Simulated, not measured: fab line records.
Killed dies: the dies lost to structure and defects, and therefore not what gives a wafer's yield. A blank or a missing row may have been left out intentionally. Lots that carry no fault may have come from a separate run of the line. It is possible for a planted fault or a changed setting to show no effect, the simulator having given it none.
The same fault as seen by 2 desks :: flow sfqLine :: only its own numbers are on each desk; what lay behind them is given at the end

DESK OF THE TOOL OWNER: lithoTrack-01
The tool's own readings at SFQ_TRILAYER_I3_VIA_LITHO_PEB_088 (peb time 60 s): means of the sampled wafers that have a number, for each lot that ran on this tool. Any lot whose mean is over 4 standard deviations away from the usual mean is out of limits and marked OUT; that distance is given in the brackets.
Columns: A = chillPlateTempC at SFQ_TRILAYER_I3_VIA_LITHO_PEB_088, usual 23.02 C; B = heaterPowerTotalW at SFQ_TRILAYER_I3_VIA_LITHO_PEB_088, usual 79.16 W; C = plateTempC at SFQ_TRILAYER_I3_VIA_LITHO_PEB_088, usual 114.99 C
lot: L955
first seen here: day 50 09:13
A: 23.06
B: 79.13
C: 114.88

lot: L956
first seen here: day 50 16:25
A: 23.11
B: 79.22
C: 114.84

lot: L959
first seen here: day 53 23:24
A: 23.08
B: 79.15
C: 115.05

lot: L960
first seen here: day 54 00:34
A: 23.16
B: 79.15
C: 114.79

lot: L961
first seen here: day 54 04:10
A: 22.96
B: 79.15
C: 115.00

lot: L963
first seen here: day 54 11:21
A: 22.97
B: 79.13
C: 115.00

lot: L966
first seen here: day 55 15:07
A: 22.98
B: 74.31 (-77) OUT
C: 109.65 (-44) OUT

lot: L968
first seen here: day 56 08:00
A: 23.06
B: 74.20 (-79) OUT
C: 109.82 (-43) OUT

lot: L969
first seen here: day 56 15:12
A: 23.16
B: 74.27 (-78) OUT
C: 109.64 (-45) OUT
This desk finds L966, L968, L969 out of limits, L966 being first, at day 55 15:07 (heaterPowerTotalW at SFQ_TRILAYER_I3_VIA_LITHO_PEB_088). Within limits: L955, L956, L959, L960, L961, L963.

THE METROLOGY DESK
What the gauges read for every lot (on any tool): the sampled wafers with a number, averaged. Any lot whose mean is over 4 standard deviations away from the usual mean is out of limits and marked OUT; that distance is given in the brackets.
Columns: A = M3_OVL at SFQ_M3_OVL_MEAS_921, usual 2 nm; B = I4_BOW at SFQ_I4_BOW_MEAS_927, usual 4 um
lot: L953
first seen here: day 43 12:12
A: -3
B: 4

lot: L955
first seen here: day 44 11:42
A: -5
B: 10

lot: L956
first seen here: day 44 17:42
A: 10
B: -16

lot: L958
first seen here: day 45 18:54
A: -3
B: -7

lot: L959
first seen here: day 47 18:32
A: 4
B: 2

lot: L960
first seen here: day 47 19:44
A: -10
B: 14

lot: L961
first seen here: day 48 00:32
A: 3
B: 8

lot: L963
first seen here: day 48 06:32
A: 8
B: 7

lot: L966
first seen here: day 49 14:23
A: 1
B: 4

lot: L968
first seen here: day 50 04:46
A: 2
B: 16

lot: L969
first seen here: day 51 02:26
A: 7
B: 4

lot: L970
first seen here: day 51 04:50
A: 2
B: -1

lot: L971
first seen here: day 51 06:02
A: 10
B: 2

lot: L972
first seen here: day 51 14:26
A: 11
B: 19

lot: L975
first seen here: day 52 06:02
A: -6
B: 2
Result from this desk: across the 15 lots, nothing is out of limits.

BROUGHT TOGETHER
The tool owner's desk could have raised an alarm at day 55 15:07, on L966, L968, L969.
From the metrology desk's view, nothing was out of limits.
The metrology desk holds a record of L966, L968, L969, inside its limits.
On lithoTrack-01, each named lot ran SFQ_TRILAYER_I3_VIA_LITHO_PEB_088.

WHAT HAD BEEN PUT IN BY THE SIMULATOR
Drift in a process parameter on lithoTrack-01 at SFQ_TRILAYER_I3_VIA_LITHO_PEB_088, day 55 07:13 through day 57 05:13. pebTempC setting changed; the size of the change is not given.
Struck lots among those shown: L966, L968, L969.
Each desk's first reading out of limits, in hours after the fault started: the tool owner's desk, 8.
